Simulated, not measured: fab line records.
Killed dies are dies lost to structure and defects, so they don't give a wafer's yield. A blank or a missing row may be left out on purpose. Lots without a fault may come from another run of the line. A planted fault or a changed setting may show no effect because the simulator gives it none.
The same fault as seen by 2 desks	flow gf180mcu	only its own numbers are on each desk; what lay behind them is given at the end

== DESK OF THE TOOL OWNER: lithoTrack-02 ==
The tool's own readings at GF_M4_PEB_12 (peb time 90 s): means of the sampled wafers that have a number, for each lot that ran on this tool. The brackets show how far a lot's mean lies from the usual mean; more than 4 standard deviations puts the lot out of limits, marked OUT.
Columns: A = heaterPowerTotalW at GF_M4_PEB_12, usual 85.70 W; B = plateTempC at GF_M4_PEB_12, usual 135.02 C
lot	first seen here	A	B
L649	day 24 17:04	85.69	135.10
L652	day 25 14:58	88.41 (+35) OUT	138.29 (+20) OUT
L653	day 25 18:59	88.49 (+36) OUT	138.53 (+22) OUT
L663	day 28 20:32	85.68	135.09
L664	day 29 13:56	85.59	134.90
L667	day 29 23:13	85.69	135.03
L668	day 30 07:19	85.70	135.06
L669	day 30 14:02	85.68	134.94
This desk's verdict: out of limits on L652, L653, starting with L652 at day 25 14:58 (heaterPowerTotalW at GF_M4_PEB_12). Within limits: L649, L663, L664, L667, L668, L669.

== AT THE METROLOGY DESK ==
What the gauges read for every lot (on any tool): the sampled wafers with a number, averaged. The brackets show how far a lot's mean lies from the usual mean; more than 4 standard deviations puts the lot out of limits, marked OUT.
Columns: A = V2_W_THK at GF_V2_THK_MEAS_25, usual 355 nm; B = cdNm at GF_M4_CD_MEAS_14, usual 280.3 nm
lot	first seen here	A	B
L648	day 21 02:46	346	280.9
L649	day 21 17:02	343	279.0
L650	day 22 05:04	348	278.5
L652	day 22 17:34	364	272.4 (-7.2) OUT
L653	day 22 21:44	352	272.5 (-7.1) OUT
L663	day 26 07:01	358	280.0
L664	day 27 00:09	362	279.9
L665	day 27 04:52	356	281.3
L666	day 27 07:12	360	279.0
L667	day 27 09:37	346	281.0
L668	day 27 18:53	361	281.4
L669	day 28 02:46	354	279.4
This desk's verdict: out of limits on L652, L653, starting with L652 at day 25 15:18 (cdNm at GF_M4_CD_MEAS_14). Within limits: L648, L649, L650, L663, L664, L665, L666, L667, L668, L669.

== ALL TOGETHER ==
At day 25 14:58, on L652, L653, the tool owner's desk was in a position to raise an alarm.
The metrology desk could have raised an alarm at day 25 15:18, on L652, L653.
GF_M4_PEB_12 was run on lithoTrack-02 by each of the lots named.

== WHAT THE SIMULATOR HAD PUT IN ==
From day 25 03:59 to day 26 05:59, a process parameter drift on lithoTrack-02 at GF_M4_PEB_12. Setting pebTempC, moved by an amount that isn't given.
Lots struck among those shown: L652, L653.
Hours from the fault's start to each desk's first reading out of limits: the tool owner's desk, 11; the metrology desk, 11.
